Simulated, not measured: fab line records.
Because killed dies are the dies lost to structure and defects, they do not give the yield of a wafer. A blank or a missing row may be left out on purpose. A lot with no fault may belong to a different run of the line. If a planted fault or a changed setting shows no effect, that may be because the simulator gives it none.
Matching of chambers    flow gf180mcu    GF_CONTACT_CMP_04 on cmp-02: 4 sister chambers
The step polishes SiO2. 8 wafers are shown with their chamber, then 8 later ones without.

## EACH WAFER AND ITS CHAMBER
wafer   chamber  motor current A (A)  retaining ring pressure frac
L784.2  0        11.1                 0.998
L784.5  2        12.4                 0.999
L785.2  0        11.1                 0.997
L785.6  1        12.5                 0.990
L786.1  3        10.7                 0.998
L786.3  2        12.4                 1.006
L786.6  1        12.5                 0.997
L793.3  3        10.9                 1.004

## WAFERS WITHOUT THEIR CHAMBER
wafer   motor current A (A)  retaining ring pressure frac
L793.4  12.2                 1.000
L793.6  12.4                 0.998
L797.1  12.6                 0.996
L797.5  11.9                 1.005
L797.6  12.6                 1.003
L800.2  10.8                 0.990
L800.4  12.3                 0.998
L800.5  10.9                 1.003

## WHICH CHAMBER EACH ONE RAN IN
wafer   from the rows above      in truth
L793.4  can't be placed: 2 or 1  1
L793.6  can't be placed: 2 or 1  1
L797.1  can't be placed: 1 or 2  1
L797.5  can't be placed: 2 or 1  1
L797.6  can't be placed: 1 or 2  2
L800.2  can't be placed: 3 or 0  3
L800.4  can't be placed: 2 or 1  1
L800.5  can't be placed: 3 or 0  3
0 of 8 placed correctly. Unplaceable from these rows: 8, with the true chamber sitting among the candidates in 8. Wrongly placed: 0.
How it was worked out, from the rows above alone: a wafer's distance from a chamber is the root of the sum, over the readings, of the square of ((its reading less the chamber's mean) divided by the reading's scatter). The wafer belongs to the nearest chamber; if the next one is less than 2 further off, it can't be placed. The mean given for a chamber averages the wafers shown for that chamber. The scatter: take each reading less its chamber's mean, square it, sum over the shown wafers, divide by the number of wafers less the number of chambers, and take the root.
